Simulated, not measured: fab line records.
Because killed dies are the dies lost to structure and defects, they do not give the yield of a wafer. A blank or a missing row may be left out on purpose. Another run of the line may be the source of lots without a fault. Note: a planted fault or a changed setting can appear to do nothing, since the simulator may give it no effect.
fab line records | flow gf180mcu | part 2 of 2: steps 28 to 40 of 40
record: lots: 5 | wafers: 15 | last_day: 34
route steps=602 shown V2@406 M3@409 V3@429
lots that met no fault: taken from a fault-free run of the same line
start_h: hours from the record's opening day to when the first of the lot's shown wafers began | wait_h: time in hours since the lot's previous step | " the same as in the row above | L1.1+2: a single row standing in for several wafers | - value missing, or start not given | * or withheld: withheld | < > ~ a bound
route shown NAME@n: a module of which the file shows steps, and the number in the route of the first | usual: the fault-free wafers' mean and standard deviation | same: alike in all rows | chamber/n: place in a boat | sites: readings site by site | _std_site: standard deviation across them | _edge_site: mean of outer sites minus mean of inner sites | radius_mm: for every site, how far away it sits from the centre of the wafer | mask NAME#n: copy n | behind: the last tool/chamber to shape the wafer | hold: the reason the lot was held/the length of the hold in hours/how it ended | device: names the non-switching transistor (n, p or np) | end of line: the same wafers' tests at the end of the route | a step given without rows: its recipe and nothing more | killed: not the wafer's yield, but the dies lost to structure and defects at the first sort | map: a wafer's dies, x killed, . not, _ none there
set.NAME: the run value of the setting; set.NAME@STEP: its run value at that earlier step | model.NAME: the simulator's own value behind a step, which no gauge read
lots at selected steps of the route; one table per step, one row per wafer
services: the hour from which a tool's chamber was out of use, counted from the record's first day as start_h (under 0 if before that day), plus the number of hours and why
== steps ==
step: GF_V3_CMP_04
recipe: material: SiO2 | down_force_psi: 4 | platen_rpm: 60 | pad_velocity_m_s: 0.94248
usual: motor_current_A: 12.5/0.81 | time_to_endpoint_s: 75/5.4
lot.wafer | tool   | chamber | start_h | wait_h | motor_current_A | time_to_endpoint_s
L074.3    | cmp-02 | 0       | 490.62  | 0.1    | 11.5            | 71
L074.1    | "      | 2       | "       | "      | 12.2            | 73
L074.5    | "      | 3       | "       | "      | 12.5            | 66
L084.2    | cmp-02 | 1       | 576.07  | 0.1    | 12.7            | 67
L084.3    | "      | 2       | "       | "      | 11.8            | 73
L084.5    | "      | 1       | "       | "      | 12.5            | 72
L090.1    | cmp-02 | 0       | 620.30  | 0.1    | 12.0            | 69
L090.4    | "      | 2       | "       | "      | 12.2            | 77
L090.3    | "      | 3       | "       | "      | 11.7            | 69
L094.4    | cmp-01 | 3       | 645.86  | 0.0    | 12.3            | 81
L094.3    | "      | 1       | "       | "      | 13.8            | 74
L094.5    | "      | 3       | "       | "      | 13.5            | 79
L095.2    | cmp-02 | 0       | 658.16  | 0.0    | 11.0            | 68
L095.3    | "      | 2       | "       | "      | 12.2            | 73
L095.5    | "      | 0       | "       | "      | 10.6            | 78
step: GF_V3_BOW_MEAS_05
recipe: mode: bow
usual: V3_BOW: 117/8.4
lot.wafer | tool          | chamber | start_h | wait_h | V3_BOW[um]
L074.1    | film_metro-04 | -       | 490.87  | 0.1    | 121
L074.3    | "             | -       | "       | "      | 118
L074.5    | "             | -       | "       | "      | 143
L084.2    | film_metro-01 | -       | 576.34  | 0.2    | 104
L084.3    | "             | -       | "       | "      | 114
L084.5    | "             | -       | "       | "      | 108
L090.1    | film_metro-01 | -       | 620.60  | 0.2    | 126
L090.3    | "             | -       | "       | "      | 122
L090.4    | "             | -       | "       | "      | 123
L094.3    | film_metro-01 | -       | 646.20  | 0.2    | 120
L094.4    | "             | -       | "       | "      | 119
L094.5    | "             | -       | "       | "      | 115
L095.2    | film_metro-01 | -       | 658.48  | 0.3    | 119
L095.3    | "             | -       | "       | "      | 116
L095.5    | "             | -       | "       | "      | 119
step: GF_V3_DEHYDRATE_06
recipe: temp_c: 200 | time_s: 60
same: time_s: 60
lot.wafer  | tool           | chamber | start_h | wait_h
L074.1+3+5 | litho_track-04 | 0       | 501.45  | 10.6
L084.2+3+5 | litho_track-01 | 0       | 585.92  | 9.6
L090.1+3+4 | litho_track-04 | 0       | 629.95  | 9.3
L094.3+4+5 | litho_track-04 | 0       | 656.05  | 9.8
L095.2+3+5 | litho_track-03 | 0       | 667.12  | 8.6
step: GF_V3_HMDS_07
recipe: prime_time_s: 60 | prime_temp_c: 120
lot.wafer  | tool           | chamber | start_h | wait_h
L074.1+3+5 | litho_track-04 | 0       | 501.60  | 0.1
L084.2+3+5 | litho_track-01 | 0       | 586.07  | 0.1
L090.1+3+4 | litho_track-04 | 0       | 630.10  | 0.1
L094.3+4+5 | litho_track-04 | 0       | 656.20  | 0.1
L095.2+3+5 | litho_track-03 | 0       | 667.27  | 0.1
step: GF_V3_COAT_08
recipe: resist: BARC | temp_c: withheld | time_s: withheld | spin_rpm: withheld | resist_thk_nm: withheld
lot.wafer  | tool           | chamber | start_h | wait_h
L074.1+3+5 | litho_track-04 | 0       | 501.75  | 0.1
L084.2+3+5 | litho_track-01 | 0       | 586.22  | 0.1
L090.1+3+4 | litho_track-04 | 0       | 630.25  | 0.1
L094.3+4+5 | litho_track-04 | 0       | 656.35  | 0.1
L095.2+3+5 | litho_track-03 | 0       | 667.42  | 0.1
step: GF_V3_COAT_09
recipe: resist: KrF | spin_rpm: withheld | resist_thk_nm: 1019
lot.wafer  | tool           | chamber | start_h | wait_h
L074.1+3+5 | litho_track-04 | 0       | -       | -
L084.2+3+5 | litho_track-01 | 0       | -       | -
L090.1+3+4 | litho_track-04 | 0       | -       | -
L094.3+4+5 | litho_track-04 | 0       | -       | -
L095.2+3+5 | litho_track-03 | 0       | -       | -
step: GF_V3_SOFTBAKE_10
recipe: temp_c: 130 | time_s: 60 | resist: KrF
same: time_s: 60
lot.wafer  | tool           | chamber | start_h | wait_h
L074.1+3+5 | litho_track-04 | 0       | -       | -
L084.2+3+5 | litho_track-01 | 0       | -       | -
L090.1+3+4 | litho_track-04 | 0       | -       | -
L094.3+4+5 | litho_track-04 | 0       | -       | -
L095.2+3+5 | litho_track-03 | 0       | -       | -
step: GF_V3_EXPOSE_11
recipe: mask_id: Via3 | target_cd_nm: 260 | na: 0.68 | source_shape: conventional | sigma_outer: 0.6 | dose_mj: 38
usual: focus_offset_nm: 0.0/0.55 | reticle_temp_C: 23.01/0.085
lot.wafer | tool           | chamber | start_h | wait_h | mask   | focus_offset_nm | reticle_temp_C
L074.1    | krf_scanner-01 | 0       | -       | -      | Via3#0 | -0.5            | 23.21
L074.3    | "              | 0       | "       | "      | Via3#0 | 1.1             | 23.02
L074.5    | "              | 0       | "       | "      | Via3#0 | 1.0             | 22.92
L084.2    | krf_scanner-02 | 0       | -       | -      | Via3#0 | 0.9             | 23.05
L084.3    | "              | 0       | "       | "      | Via3#0 | 1.0             | 23.00
L084.5    | "              | 0       | "       | "      | Via3#0 | 0.8             | 22.97
L090.1    | krf_scanner-02 | 0       | -       | -      | Via3#0 | -0.1            | 23.02
L090.3    | "              | 0       | "       | "      | Via3#0 | 0.2             | 23.03
L090.4    | "              | 0       | "       | "      | Via3#0 | -0.9            | 23.05
L094.3    | krf_scanner-02 | 0       | -       | -      | Via3#0 | 0.3             | 23.05
L094.4    | "              | 0       | "       | "      | Via3#0 | -0.4            | 22.96
L094.5    | "              | 0       | "       | "      | Via3#0 | -0.5            | 23.05
L095.2    | krf_scanner-02 | 0       | -       | -      | Via3#0 | 0.2             | 23.00
L095.3    | "              | 0       | "       | "      | Via3#0 | 0.0             | 23.04
L095.5    | "              | 0       | "       | "      | Via3#0 | 0.2             | 22.93
step: GF_V3_PEB_12
recipe: peb_temp_c: 135 | peb_time_s: 90 | resist: KrF
lot.wafer  | tool           | chamber | start_h | wait_h
L074.1+3+5 | litho_track-04 | 0       | -       | -
L084.2+3+5 | litho_track-01 | 0       | -       | -
L090.1+3+4 | litho_track-01 | 0       | -       | -
L094.3+4+5 | litho_track-01 | 0       | -       | -
L095.2+3+5 | litho_track-01 | 0       | -       | -
step: GF_V3_DEVELOP_13
recipe: develop_time_s: 60 | resist: KrF | dev_temp_c: 21
same: develop_time_s: 60
lot.wafer  | tool           | chamber | start_h | wait_h
L074.1+3+5 | litho_track-04 | 0       | 513.50  | 0.2
L084.2+3+5 | litho_track-01 | 0       | 596.82  | 0.2
L090.1+3+4 | litho_track-01 | 0       | 640.55  | 0.2
L094.3+4+5 | litho_track-01 | 0       | 666.15  | 0.1
L095.2+3+5 | litho_track-01 | 0       | 677.02  | 0.2
step: GF_V3_CD_MEAS_14
recipe: target_cd_nm: 260
usual: cd_nm: 260.0/1.2
lot.wafer | tool      | chamber | start_h | wait_h | cd_nm
L074.1    | cd_sem-01 | -       | 513.65  | 0.1    | 258.1
L074.3    | "         | -       | "       | "      | 259.0
L074.5    | "         | -       | "       | "      | 259.9
L084.2    | cd_sem-02 | -       | 596.97  | 0.1    | 258.9
L084.3    | "         | -       | "       | "      | 259.2
L084.5    | "         | -       | "       | "      | 259.3
L090.1    | cd_sem-02 | -       | 640.70  | 0.1    | 261.1
L090.3    | "         | -       | "       | "      | 262.2
L090.4    | "         | -       | "       | "      | 262.1
L094.3    | cd_sem-01 | -       | 666.29  | 0.1    | 258.6
L094.4    | "         | -       | "       | "      | 259.1
L094.5    | "         | -       | "       | "      | 257.8
L095.2    | cd_sem-02 | -       | 677.17  | 0.1    | 259.6
L095.3    | "         | -       | "       | "      | 259.0
L095.5    | "         | -       | "       | "      | 260.8
step: GF_V3_OVL_MEAS_15
usual: V3_OVL: 1/5.4
lot.wafer | tool       | chamber | start_h | wait_h | V3_OVL[nm]
L074.1    | overlay-02 | -       | 513.77  | 0.1    | -4
L074.3    | "          | -       | "       | "      | -7
L074.5    | "          | -       | "       | "      | -3
L084.2    | overlay-01 | -       | 597.08  | 0.1    | 0
L084.3    | "          | -       | "       | "      | -1
L084.5    | "          | -       | "       | "      | 5
L090.1    | overlay-01 | -       | 640.82  | 0.1    | 11
L090.3    | "          | -       | "       | "      | 10
L090.4    | "          | -       | "       | "      | 1
L094.3    | overlay-02 | -       | 666.38  | 0.1    | -3
L094.4    | "          | -       | "       | "      | -4
L094.5    | "          | -       | "       | "      | -6
L095.2    | overlay-02 | -       | 677.27  | 0.1    | 3
L095.3    | "          | -       | "       | "      | -2
L095.5    | "          | -       | "       | "      | -2
step: GF_V3_ETCH_16
recipe: chemistry: N2/H2 | target_depth_a: withheld | overetch_a: withheld | time_s: withheld | target: BARC | ion_energy_ev: 200 | source_w: 500 | bias_w: 100 | pressure_mtorr: 30 | n2_flow_sccm: 100 | h2_flow_sccm: 200
usual: drypump_motor_current_A: 5.5/0.38 | h2_flow_sccm: 199.9/0.55 | oes_product_au: 0.854/0.0053 | throttle_valve_pct: 13.225/0.0081
lot.wafer | tool        | chamber | start_h | wait_h | drypump_motor_current_A | h2_flow_sccm | oes_product_au | throttle_valve_pct
L074.1    | rie_diel-03 | 1       | 513.81  | 0.0    | 5.4                     | 200.5        | 0.857          | 13.226
L074.3    | "           | 3       | "       | "      | 5.5                     | 199.5        | 0.853          | 13.226
L074.5    | "           | 0       | "       | "      | 5.6                     | 200.2        | 0.852          | 13.228
L084.2    | rie_diel-01 | 2       | 597.11  | 0.0    | 5.3                     | 198.9        | 0.852          | 13.228
L084.3    | "           | 0       | "       | "      | 5.1                     | 199.9        | 0.858          | 13.226
L084.5    | "           | 2       | "       | "      | 5.3                     | 200.1        | 0.863          | 13.215
L090.1    | rie_diel-02 | 2       | 640.86  | 0.0    | 5.7                     | 199.8        | 0.862          | 13.225
L090.3    | "           | 3       | "       | "      | 6.1                     | 199.5        | 0.854          | 13.232
L090.4    | "           | 1       | "       | "      | 5.8                     | 199.3        | 0.858          | 13.214
L094.3    | rie_diel-01 | 0       | 666.41  | 0.0    | 5.1                     | 201.0        | 0.851          | 13.222
L094.4    | "           | 3       | "       | "      | 4.8                     | 199.0        | 0.855          | 13.232
L094.5    | "           | 1       | "       | "      | 5.4                     | 200.0        | 0.846          | 13.227
L095.2    | rie_diel-03 | 2       | 677.30  | 0.0    | 5.0                     | 200.3        | 0.845          | 13.211
L095.3    | "           | 3       | "       | "      | 5.5                     | 199.7        | 0.858          | 13.220
L095.5    | "           | 3       | "       | "      | 5.5                     | 199.3        | 0.854          | 13.220
== services ==
tool           | chamber | start_h | hours | kind
krf_scanner-01 | -       | 448.85  | 4.4   | pm
cmp-01         | -       | 467.82  | 6.8   | pm
pvd_sputter-02 | -       | 478.40  | 4.0   | repair
wet_bench-04   | -       | 478.82  | 4.5   | repair
cmp-01         | -       | 480.78  | 13.8  | pm
krf_scanner-02 | -       | 481.46  | 1.0   | pm
pvd_sputter-02 | -       | 482.60  | 2.0   | repair
krf_scanner-01 | -       | 488.24  | 0.8   | pm
krf_scanner-02 | -       | 495.72  | 1.3   | pm
cmp-02         | -       | 500.30  | 4.7   | repair
cmp-02         | -       | 512.61  | 2.0   | repair
krf_scanner-02 | -       | 534.83  | 6.0   | pm
cmp-02         | -       | 535.28  | 6.3   | pm
hdpcvd-02      | -       | 554.40  | 6.0   | pm
pvd_sputter-02 | -       | 574.78  | 0.8   | repair
krf_scanner-02 | -       | 574.84  | 0.8   | pm
hdpcvd-02      | -       | 588.90  | 2.8   | pm
pvd_sputter-02 | -       | 598.67  | 3.8   | repair
cmp-02         | -       | 599.29  | 1.6   | repair
krf_scanner-02 | -       | 650.46  | 1.0   | pm
pvd_sputter-02 | -       | 654.66  | 4.8   | repair
pvd_sputter-04 | -       | 660.19  | 4.0   | repair
cmp-02         | -       | 663.51  | 5.3   | pm
krf_scanner-02 | -       | 671.62  | 1.3   | pm
